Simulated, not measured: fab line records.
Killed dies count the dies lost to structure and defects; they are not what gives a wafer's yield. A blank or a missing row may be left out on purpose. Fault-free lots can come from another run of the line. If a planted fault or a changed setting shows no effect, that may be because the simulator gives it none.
A struck lot beside a sound one    flow sky130    22 out of 708 route steps
Sound: the wafers L923.1, L923.2, L923.3. The struck wafers were L915.3, L915.4. The cause is given at the end.
For every step that has rows: the tool of each side, followed by ch and its chambers, followed by its first start. Under that, the readings that differ: sound wafers    struck wafers    difference of the means    sigmas: that difference in standard deviations of wafers without a fault.
alike: words and numbers the same on both sides, and readings whose means are apart by under 2 such deviations; not compared: readings that were withheld, readings missing a value for some wafer, numbers with overlapping values and no deviation given by the record, and bounds like >300 which may hide the same value.
The two part at a step that has a row with sigmas, a row that says differs or no value, or rows on one side only. Numbers that have no deviation but don't overlap get no sigmas and don't part them. A reading that every wafer of one side lacks parts them only if that side has two wafers or more.

first, 5 steps without rows for these wafers: SKY_POLY_CUT_COAT_03 (resist thk 450 nm); SKY_POLY_CUT_SOFTBAKE_04 (time 90 s); SKY_POLY_CUT_EXPOSE_05 (exposes mask NPCM, target cd 270 nm); SKY_POLY_CUT_PEB_06; SKY_POLY_CUT_DEVELOP_07 (develop time 60 s).
SKY_POLY_CUT_CD_MEAS_08: the cd target is 270 nm.
  sound: cd sem-02 at day 31 14:37; struck: cd sem-01 at day 29 05:52
  alike: cd nm
SKY_POLY_CUT_OVL_MEAS_09:
  sound: overlay-01 at day 31 14:44; struck: overlay-02 at day 29 05:58
  alike: POLY_CUT_OVL
SKY_POLY_CUT_ETCH_10: etches BARC in N2/H2, stops on SiO2, time 45.9 s, target depth 60 nm.
  sound on rie diel-01 ch 0,1,2, day 31 14:46; struck on rie diel-03 ch 0,3, day 29 05:59
reading                 sound     struck  difference  sigmas
rf hours counter h (h)  18 22 19  4 13    -11         
  alike: drypump motor current A, h2 flow sccm, oes product au, rf fwd power W, throttle valve pct
SKY_POLY_CUT_ETCH_11: etches Si3N4 in CF4/CH2F2/Ar, stops on poly-Si, time 42.5 s, target depth 60 nm.
  sound on rie diel-01 ch 0,1,2, day 31 14:49; struck on rie diel-03 ch 0,3, day 29 06:02
reading                 sound     struck  difference  sigmas
rf hours counter h (h)  18 22 19  4 13    -11         
  alike: drypump motor current A, oes product au, rf fwd power W, throttle valve pct
SKY_POLY_CUT_STRIP_12: strips in O2/N2.
  sound on plasma asher-01 ch 0,1, day 31 14:51; struck on plasma asher-04 ch 0,1, day 29 06:06
  alike: drypump motor current A, oes product au, strip time to endpoint s
  not compared: rf hours counter h
then, 2 steps without rows for these wafers: SKY_SD_P_DEHYDRATE_00 (time 60 s); SKY_SD_P_HMDS_01 (prime time 60 s).
SKY_SD_P_COAT_02: resist thk 1140 nm.
  sound on litho track-01 ch 0, day 32 04:33; struck on litho track-03 ch 0, day 29 20:38
reading                                    sound           struck       difference  sigmas
model.NOVOLAK_of_SD_P_COAT_02.thk nm (nm)  1144 1145 1144  669.7 669.1  -474.9      
  alike: resist line temp C
then, 3 steps without rows for these wafers: SKY_SD_P_SOFTBAKE_03 (time 60 s); SKY_SD_P_EXPOSE_04 (exposes mask PSDM, target cd 380 nm); SKY_SD_P_PEB_05.
SKY_SD_P_DEVELOP_06: develop time 60 s.
  sound on litho track-04 ch 0, day 32 18:11; struck on litho track-03 ch 0, day 30 10:35
reading                                    sound           struck       difference  sigmas
model.NOVOLAK_of_SD_P_COAT_02.thk nm (nm)  1143 1144 1143  669.3 668.7  -474.3      
  alike: resist line temp C
SKY_SD_P_CD_MEAS_07: the cd target is 380 nm.
  sound: cd sem-02 at day 32 18:20; struck: cd sem-01 at day 30 10:43
reading     sound              struck       difference  sigmas
cd nm (nm)  377.2 379.7 379.4  438.7 437.2  +59.2       +24
SKY_SD_P_OVL_MEAS_08:
  sound: overlay-02 at day 32 18:27; struck: overlay-02 at day 30 10:49
  alike: SD_P_OVL
next, for these wafers, 1 step has no rows: SKY_SD_P_IMPLANT_09.
SKY_SD_P_STRIP_10: strips in O2/N2.
  sound on plasma asher-01 ch 0,1, day 32 18:38; struck on plasma asher-03 ch 0,1, day 30 11:01
reading                       sound              struck       difference  sigmas
drypump motor current A (A)   5.4 5.2 5.3        5.9 6.5      +0.9        +2
oes product au (a.u.)         0.624 0.624 0.619  0.574 0.572  -0.049      -11
strip time to endpoint s (s)  17.52 17.56 17.53  12.11 12.13  -5.42       -99 or more
  not compared: rf hours counter h
SKY_SD_P_TW_MEAS_11:
  sound: film metro-04 at day 32 18:44; struck: film metro-03 at day 30 11:07
  alike: SD_P_TW

WHERE THEY PART
First at SKY_SD_P_CD_MEAS_07; last, within this record, at SKY_SD_P_STRIP_10. Later steps at which nothing parts them and some readings are alike: SKY_SD_P_TW_MEAS_11.

WHY: whatever the simulator had introduced
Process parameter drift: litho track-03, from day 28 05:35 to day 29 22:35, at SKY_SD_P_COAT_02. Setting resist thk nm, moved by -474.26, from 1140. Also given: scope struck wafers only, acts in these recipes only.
